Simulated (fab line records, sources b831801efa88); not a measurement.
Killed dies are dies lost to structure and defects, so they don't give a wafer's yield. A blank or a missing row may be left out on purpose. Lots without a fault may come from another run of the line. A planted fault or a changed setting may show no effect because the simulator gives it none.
Chamber matching | flow sky130 | SKY_VIA3_ETCH_15 on rie_diel-01: 3 sister chambers
The step etches SiO2 in C4F8/O2/Ar, stops on TiN, target depth 507 nm, time 78 s. 6 wafers are shown with their chamber, then 6 later ones without.

WAFERS WITH THEIR CHAMBER
wafer  | chamber | oes_product_au (a.u.) | chamber_pressure_mTorr (mTorr)
L078.3 | 1       | 0.945                 | 39.99
L083.2 | 2       | 0.946                 | 40.01
L083.4 | 0       | 0.945                 | 39.96
L083.6 | 2       | 0.945                 | 40.03
L086.1 | 1       | 0.942                 | 40.01
L086.3 | 0       | 0.950                 | 39.97

WAFERS WITHOUT THEIR CHAMBER
wafer  | oes_product_au (a.u.) | chamber_pressure_mTorr (mTorr)
L088.2 | 0.947                 | 40.08
L088.3 | 0.943                 | 39.95
L088.5 | 0.940                 | 39.99
L096.2 | 0.946                 | 40.04
L096.3 | 0.952                 | 40.05
L096.4 | 0.952                 | 39.97

WHICH CHAMBER EACH WENT THROUGH
wafer  | from the rows above     | in truth
L088.2 | can't be placed: 2 or 1 | 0
L088.3 | can't be placed: 0 or 1 | 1
L088.5 | can't be placed: 1 or 2 | 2
L096.2 | can't be placed: 2 or 1 | 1
L096.3 | can't be placed: 2 or 1 | 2
L096.4 | 0                       | 0
Placed correctly: 1 of 6. Can't be placed from these rows: 5 (the true chamber is among the candidates in 4). Placed wrongly: 0.
How it was worked out, from the rows above alone: a wafer's distance from a chamber is the root of the sum, over the readings, of the square of ((its reading less the chamber's mean) divided by the reading's scatter). The wafer belongs to the nearest chamber; if the next one is less than 2 further off, it can't be placed. A chamber's mean is the mean of its shown wafers. The scatter: the root of (the sum of the squares of (reading less its chamber's mean) over the shown wafers, divided by (wafers less chambers)).
